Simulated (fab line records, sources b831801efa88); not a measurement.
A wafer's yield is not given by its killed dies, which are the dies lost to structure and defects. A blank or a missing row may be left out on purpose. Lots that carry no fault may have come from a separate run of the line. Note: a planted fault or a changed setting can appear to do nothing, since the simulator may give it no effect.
Matching of chambers | flow gf180mcu | GF_V1_CMP_26 on cmp-02: 4 sister chambers
The step polishes, stops on SiO2, t overpolish 15 s, target thk 0 nm. 16 wafers are shown with their chamber, then 8 later ones without.

## WAFERS WITH THEIR CHAMBER
wafer  | chamber | motorCurrentA (A) | timeToEndpointS (s) | overpolishRunS (s)
L182.1 | 0       | 9.7               | 80.4                | 14.986
L182.5 | 3       | 12.9              | 84.7                | 15.008
L182.6 | 0       | 10.1              | 81.5                | 15.022
L185.1 | 3       | 12.6              | 88.5                | 14.991
L185.3 | 2       | 11.1              | 84.0                | 14.990
L185.5 | 0       | 9.2               | 84.8                | 15.008
L187.2 | 3       | 13.1              | 88.1                | 15.002
L187.4 | 1       | 14.5              | 83.2                | 15.009
L187.6 | 3       | 12.5              | 84.8                | 15.000
L189.2 | 0       | 9.3               | 83.4                | 14.985
L189.3 | 3       | 12.2              | 86.1                | 15.011
L189.6 | 0       | 9.9               | 86.9                | 15.009
L197.1 | 0       | 10.0              | 84.7                | 15.003
L197.2 | 3       | 12.6              | 85.6                | 15.000
L197.3 | 2       | 11.3              | 86.4                | 15.013
L198.2 | 3       | 12.8              | 86.4                | 14.983

SIGNATURES (means of the wafers above)
reading         | chamber 0 | chamber 1 | chamber 2 | chamber 3 | scatter within a chamber
motorCurrentA   | 9.700     | 14.500    | 11.200    | 12.671    | 0.321
timeToEndpointS | 83.617    | 83.200    | 85.200    | 86.314    | 1.93
overpolishRunS  | 15.00217  | 15.00900  | 15.00150  | 14.99929  | 0.0124
Rule: distance of a wafer from a chamber = root of the sum over the readings of ((wafer's reading minus chamber's mean) / reading's scatter) squared. The wafer belongs to the nearest chamber; if the next one is less than 2 further off, it can't be placed. How the scatter is found: for the shown wafers, subtract from each reading the mean of its chamber, square and add these, divide the total by (wafers less chambers), then take the root.

## WAFERS WITHOUT THEIR CHAMBER
wafer  | motorCurrentA (A) | timeToEndpointS (s) | overpolishRunS (s)
L198.4 | 10.5              | 84.4                | 14.988
L198.5 | 12.2              | 85.7                | 14.990
L201.2 | 12.7              | 87.0                | 14.992
L201.4 | 9.8               | 89.5                | 15.002
L201.5 | 12.1              | 91.5                | 14.996
L203.1 | 12.7              | 83.5                | 14.998
L203.3 | 14.5              | 85.7                | 15.002
L203.6 | 11.0              | 84.4                | 14.993

## WHICH CHAMBER EACH WENT THROUGH
wafer  | from the rows above     | in truth
L198.4 | can't be placed: 2 or 0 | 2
L198.5 | can't be placed: 3 or 2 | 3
L201.2 | 3                       | 3
L201.4 | can't be placed: 0 or 2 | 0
L201.5 | can't be placed: 3 or 2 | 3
L203.1 | 3                       | 3
L203.3 | 1                       | 1
L203.6 | 2                       | 2
4 of 8 placed correctly. Not placeable from these rows: 4 (in 4, the candidates include the true chamber). Number placed wrongly: 0.
